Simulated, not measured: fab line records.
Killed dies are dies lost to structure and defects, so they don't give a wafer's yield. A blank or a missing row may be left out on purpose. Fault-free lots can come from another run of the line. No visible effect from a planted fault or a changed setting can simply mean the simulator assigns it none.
Struck lot and sound lot, side by side -- flow sky130 -- 42 out of 708 route steps
Sound: these wafers, L234.1, L234.4, L234.5. Wafers struck: L248.1, L248.3, L248.4. At the end, the cause is stated.
At each step with rows: each side's tool, then ch and its chambers, then its first start. Under that, the readings that differ: sound wafers -- struck wafers -- difference of the means -- sigmas: that difference in standard deviations of wafers without a fault.
alike: readings with means less than 2 such deviations apart, plus words and numbers identical on both sides. not compared: withheld readings, readings lacking a value on some wafer, bounds such as >300 that could conceal the same value, and numbers that have no deviation in the record and whose values overlap.
Wherever a step has rows on one side only, a row that says differs or no value, or a row with sigmas, the two part there. Non-overlapping numbers with no deviation appear without sigmas and do not part them. Lack of a reading on every wafer of one side parts them only where that side has two or more wafers.

first, 5 steps without rows for these wafers: SKY_GATE_OXIDE_COAT_05 (resist thk 1140 nm); SKY_GATE_OXIDE_SOFTBAKE_06 (time 60 s); SKY_GATE_OXIDE_EXPOSE_07 (exposes mask LVOM, target cd 600 nm); SKY_GATE_OXIDE_PEB_08; SKY_GATE_OXIDE_DEVELOP_09 (develop time 60 s).
SKY_GATE_OXIDE_OVL_MEAS_10:
  sound on overlay-01, day 15 22:10; struck on overlay-02, day 19 16:04
  alike: GATE_OXIDE_OVL
then, 2 steps without rows for these wafers: SKY_GATE_OXIDE_IMPLANT_11; SKY_GATE_OXIDE_WET_ETCH_12 (etches SiO2 in dHF, target depth 16.8 nm, time 336 s).
SKY_GATE_OXIDE_STRIP_13: strips in O2/N2.
  sound on plasma-asher-01 ch 0,1, day 15 22:27; struck on plasma-asher-01 ch 0,1, day 19 16:21
  alike: drypump-motor-current-A, o2-flow-sccm, oes-product-au, strip-time-to-endpoint-s
  not compared: rf-hours-counter-h
SKY_GATE_OXIDE_TW_MEAS_14:
  sound on film-metro-02, day 15 22:33; struck on film-metro-01, day 19 16:27
  alike: GATE_OXIDE_TW
then, 2 steps without rows for these wafers: SKY_GATE_OXIDE_CLEAN_15 (cleans in SC1/SC2, time 150 s); SKY_GATE_OXIDE_OXIDATION_16 (stabilise 600 s, purge 300 s, target thk 3.57 nm).
SKY_POLY_GATE_CVD_00: deposits poly-Si, target thk 180 nm, time 720 s.
  sound on lpcvd-01 ch 1, day 16 07:39; struck on lpcvd-01 ch 1, day 19 18:30
reading,sound,struck,difference,sigmas
model.poly-Si_of_POLY_GATE_CVD_00.thk-nm (nm),181.7 182.2 182.2,238.8 239.9 241,+57.9,
SKY_POLY_GATE_THK_MEAS_01:
  sound on film-metro-03, day 16 08:51; struck on film-metro-03, day 19 19:55
reading,sound,struck,difference,sigmas
POLY_GATE_CVD_00_THK (nm),181.7 182.3 182.2,238.8 239.8 241.2,+57.9,+41
  not compared: hold
then, 2 steps without rows for these wafers: SKY_RES_PROTECT_HMDS_01 (prime time 60 s); SKY_RES_PROTECT_COAT_02 (resist thk 1140 nm).
SKY_RES_PROTECT_SOFTBAKE_03: time 62.21 s.
  sound on litho-track-03 ch 0, day 16 22:31; struck on litho-track-03 ch 0, day 20 10:28
  alike: plate-sensor-t-centre-C, plate-sensor-t-edge-C
then, 5 steps without rows for these wafers: SKY_RES_PROTECT_EXPOSE_04 (exposes mask RPM, target cd 1270 nm); SKY_RES_PROTECT_PEB_05; SKY_RES_PROTECT_DEVELOP_06 (develop time 60 s); SKY_POLY_GATE_IMPLANT_02; SKY_RES_PROTECT_STRIP_07 (strips in O2/N2).
SKY_RES_PROTECT_TW_MEAS_08:
  sound on film-metro-01, day 17 13:26; struck on film-metro-01, day 20 22:25
  alike: POLY_GATE_TW
then, 2 steps without rows for these wafers: SKY_RES_PROTECT_CLEAN_09 (cleans in SC1/SC2, time 150 s); SKY_POLY_GATE_CVD_03 (deposits Si3N4 from DCS/NH3, target thk 75 nm, time 1290 s).
SKY_POLY_GATE_THK_MEAS_04:
  sound on film-metro-01, day 17 18:45; struck on film-metro-03, day 21 01:01
  alike: POLY_GATE_CVD_03_THK
then, 8 steps without rows for these wafers: SKY_POLY_GATE_DEHYDRATE_05 (time 60 s); SKY_POLY_GATE_HMDS_06 (prime time 60 s); SKY_POLY_GATE_COAT_07 (resist thk 110 nm); SKY_POLY_GATE_COAT_08 (resist thk 450 nm); SKY_POLY_GATE_SOFTBAKE_09 (time 90 s); SKY_POLY_GATE_EXPOSE_10 (exposes mask P1M, target cd 150 nm); SKY_POLY_GATE_PEB_11; SKY_POLY_GATE_DEVELOP_12 (develop time 60 s).
SKY_POLY_GATE_CD_MEAS_13: the cd target is 150 nm.
  sound on cd-sem-02, day 19 00:41; struck on cd-sem-01, day 22 07:41
  alike: cd-nm
SKY_POLY_GATE_OVL_MEAS_14:
  sound on overlay-02, day 19 00:48; struck on overlay-02, day 22 07:48
  alike: POLY_GATE_OVL
SKY_POLY_GATE_ETCH_15: etches BARC in N2/H2, stops on SiO2, time 118.5 s, target depth 110 nm.
  sound on rie-diel-01 ch 1,2, day 19 00:50; struck on rie-diel-03 ch 0,2,3, day 22 07:50
reading,sound,struck,difference,sigmas
drypump-motor-current-A (A),5.0 5.0 5.0,6.1 6.6 5.7,+1.1,+2
  alike: oes-product-au, throttle-valve-pct
  not compared: rf-hours-counter-h
SKY_POLY_GATE_ETCH_16: etches Si3N4 in CH3F/O2, stops on poly-Si, time 147.5 s, target depth 75 nm.
  sound on rie-diel-01 ch 1,2, day 19 00:55; struck on rie-diel-03 ch 0,2,3, day 22 07:55
reading,sound,struck,difference,sigmas
drypump-motor-current-A (A),5.0 5.0 5.0,6.1 6.6 5.6,+1.1,+2
  alike: oes-product-au, throttle-valve-pct
  not compared: rf-hours-counter-h
SKY_POLY_GATE_ETCH_17: etches poly-Si in HBr/Cl2, stops on SiO2, target depth 180 nm, time 70.5 s.
  sound on rie-si-01 ch 2,3, day 19 01:01; struck on rie-si-01 ch 1,3, day 22 08:01
reading,sound,struck,difference,sigmas
oes-product-au (a.u.),0.981 0.982 0.988,1.020 0.998 1.024,+0.030,+4
  alike: drypump-motor-current-A, he-backside-leak-sccm, throttle-valve-pct
  not compared: rf-hours-counter-h, model.etch.depth-nm, model.POLY_GATE.feature-depth-nm
SKY_POLY_GATE_STRIP_18: strips in O2/N2.
  sound on plasma-asher-02 ch 0,1, day 19 01:04; struck on plasma-asher-01 ch 0,1, day 22 08:04
  alike: drypump-motor-current-A, o2-flow-sccm, oes-product-au, strip-time-to-endpoint-s
  not compared: rf-hours-counter-h
then, 1 step without rows for these wafers: SKY_POLY_GATE_CLEAN_19 (cleans in SC1/SC2, time 150 s).
-- the record jumps here: 8 days lie between the struck wafers' starts before and after (it left off in module POLY_GATE and takes up again in module POLY_CUT, whose first step shown is number 318 of the route) --
SKY_POLY_CUT_ETCH_11: etches Si3N4 in CF4/CH2F2/Ar, stops on poly-Si, time 42.5 s, target depth 60 nm.
  sound on rie-diel-03 ch 1,2, day 26 14:24; struck on rie-diel-01 ch 0,1,2, day 29 20:25
reading,sound,struck,difference,sigmas
model.poly-Si_of_POLY_GATE_CVD_00.thk-nm (nm),180.9 181.4 181.4,238 239.1 240.2,+58,
  alike: drypump-motor-current-A, oes-product-au, throttle-valve-pct
  not compared: rf-hours-counter-h

WHERE THEY PART
Earliest at SKY_POLY_GATE_THK_MEAS_01; latest, in this record, at SKY_POLY_GATE_ETCH_17. Later steps at which nothing parts them and some readings are alike: SKY_POLY_GATE_STRIP_18, SKY_POLY_CUT_ETCH_11.

WHY: what had been put in by the simulator
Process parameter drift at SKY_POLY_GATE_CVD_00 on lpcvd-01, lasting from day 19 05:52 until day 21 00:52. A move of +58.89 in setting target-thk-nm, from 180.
